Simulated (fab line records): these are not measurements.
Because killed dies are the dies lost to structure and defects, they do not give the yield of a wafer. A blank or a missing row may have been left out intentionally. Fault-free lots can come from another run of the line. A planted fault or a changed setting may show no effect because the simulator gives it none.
What tool caused it?	flow sky130	33 wafers from 11 lots sampled at 4 of the route's 708 steps

== WHAT THE GAUGES READ, wafer by wafer ==
SKY_CAPM_THK_MEAS_01.
lot	measured	on	CAPM_CVD_00_THK (nm)
L876	day 36 06:46	filmMetro-03	15.52 15.23 15.61
L877	day 36 09:29	filmMetro-03	15.42 15.75 15.60
L878	day 37 02:02	filmMetro-02	15.23 15.47 15.69
L881	day 38 05:40	filmMetro-03	15.48 15.74 15.33
L888	day 40 03:09	filmMetro-03	15.57 15.72 15.77
L889	day 40 18:26	filmMetro-03	15.58 11.05 11.29
L891	day 41 02:43	filmMetro-04	15.87 11.41 11.40
L893	day 42 10:04	filmMetro-04	14.95 15.23 15.56
L895	day 42 10:22	filmMetro-02	15.58 15.63 15.90
L897	day 42 20:10	filmMetro-04	15.45 15.36 15.32
L899	day 43 03:09	filmMetro-04	15.34 15.26 15.52

SKY_CAPM_OVL_MEAS_12.
lot	measured	on	CAPM_OVL (nm)
L876	day 37 08:34	overlay-01	-1.1 -1.3 -1.0
L877	day 37 11:50	overlay-02	-2.6 -0.5 -1.9
L878	day 38 03:46	overlay-02	0.0 -0.7 0.5
L881	day 39 06:43	overlay-01	-1.7 -2.1 -1.8
L888	day 41 03:47	overlay-01	0.1 1.9 0.6
L889	day 41 18:44	overlay-02	-1.2 -1.2 -2.1
L891	day 42 02:34	overlay-01	2.1 0.8 0.4
L893	day 43 08:40	overlay-01	2.4 1.2 1.8
L895	day 43 09:14	overlay-02	-2.5 -2.0 -2.8
L897	day 43 19:12	overlay-02	-1.5 0.1 -0.2
L899	day 44 02:12	overlay-02	-2.1 -1.5 -3.4

== WHAT TOOL EACH LOT RAN ON (gives the tool, then ch and the chambers of the sampled wafers, and finally the start) ==
lot	SKY_METAL2_ETCH_18	SKY_CAPM_CVD_00
L876	rieMetal-02 ch 0,1, day 35 01:13	pecvd-03 ch 0,1,2, day 36 06:45
L877	rieMetal-02 ch 0,1, day 35 04:22	pecvd-04 ch 1,2, day 36 09:28
L878	rieMetal-03 ch 0,1, day 35 21:28	pecvd-04 ch 1,2, day 37 02:01
L881	rieMetal-03 ch 1, day 37 00:50	pecvd-04 ch 0,1, day 38 05:38
L888	rieMetal-02 ch 0,1, day 38 23:27	pecvd-04 ch 1,2, day 40 03:08
L889	rieMetal-02 ch 0,1, day 39 14:37	pecvd-04 ch 0,1, day 40 18:24
L891	rieMetal-03 ch 0,1, day 39 22:53	pecvd-04 ch 0,1, day 41 02:40
L893	rieMetal-01 ch 0,1, day 41 07:05	pecvd-01 ch 0,1, day 42 10:02
L895	rieMetal-03 ch 0, day 41 07:09	pecvd-03 ch 0,1,2, day 42 10:20
L897	rieMetal-02 ch 0,1, day 41 18:28	pecvd-03 ch 0,1,2, day 42 20:08
L899	rieMetal-01 ch 0, day 42 01:00	pecvd-01 ch 0,1,2, day 43 03:08
- SKY_METAL2_ETCH_18: etches BARC in N2/H2, stops on SiO2, time 45.9 s, target depth 60 nm.
- SKY_CAPM_CVD_00: deposits SiO2, target thk 15.5 nm.

== WHAT THE TOOLS THEMSELVES READ (means of the sampled wafers that have a number; where no wafer has one, the mark that the record gives instead) ==
SKY_METAL2_ETCH_18.
lot	tool	drypumpMotorCurrentA (A)	h2FlowSccm (sccm)	oesProductAu (a.u.)	throttleValvePct (%)
L876	rieMetal-02	5.2	200.0	0.856	13.226
L877	rieMetal-02	5.2	199.8	0.853	13.226
L878	rieMetal-03	5.9	199.9	0.855	13.223
L881	rieMetal-03	6.5	199.5	0.850	13.225
L888	rieMetal-02	5.2	200.0	0.854	13.230
L889	rieMetal-02	5.1	200.2	0.850	13.226
L891	rieMetal-03	6.2	200.0	0.852	13.229
L893	rieMetal-01	5.7	199.8	0.848	13.223
L895	rieMetal-03	5.6	199.9	0.849	13.219
L897	rieMetal-02	5.1	200.2	0.855	13.221
L899	rieMetal-01	5.3	199.8	0.854	13.227

SKY_CAPM_CVD_00.
lot	tool	heaterPowerW (W)
L876	pecvd-03	706
L877	pecvd-04	755
L878	pecvd-04	721
L881	pecvd-04	767
L888	pecvd-04	773
L889	pecvd-04	747
L891	pecvd-04	775
L893	pecvd-01	708
L895	pecvd-03	701
L897	pecvd-03	710
L899	pecvd-01	674

== THE ANSWER, worked out from the rows above alone ==
Rule: usual is defined by the lots themselves. The widest of any qualifying gaps counts: lots, ordered by their means at a reading, are off when they make up no more than a third of the lots, leave a main group of 4 or more, and stand apart from it by 3 or more times the standard deviation of that group's means. The tables above print the reading to a certain number of digits; a main group whose means all agree to those digits is not used. Also off: a lot with no number at a reading for which 4 or more lots have one. All remaining lots with rows at the step are treated as sound. After the gauges, taken in route order, come the tools' own readings; for these a lot's mean is taken, as printed above. The first step at which some lot is off is used, and at that step the reading that is off furthest; a lot without a number counts as furthest.
Off: L889, L891, at SKY_CAPM_THK_MEAS_01 (CAPM_CVD_00_THK). The main group has a mean of 15.49 nm with a standard deviation of 0.14.
If a tool, at a process step before that reading, ran all the lots that are off and no sound lot after the first of them, it fits. Those tools and the gauges at SKY_CAPM_THK_MEAS_01 are tried in the same way. One candidate fits, namely pecvd-04 at SKY_CAPM_CVD_00. Its last sound lot is L888 (day 40 03:08), its first lot that is off L889 (day 40 18:24): a fault that began between those two fits.

== WHAT THE SIMULATOR HAD INSERTED ==
pecvd-04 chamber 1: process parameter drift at SKY_CAPM_CVD_00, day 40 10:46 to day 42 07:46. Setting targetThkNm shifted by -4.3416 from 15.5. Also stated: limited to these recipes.
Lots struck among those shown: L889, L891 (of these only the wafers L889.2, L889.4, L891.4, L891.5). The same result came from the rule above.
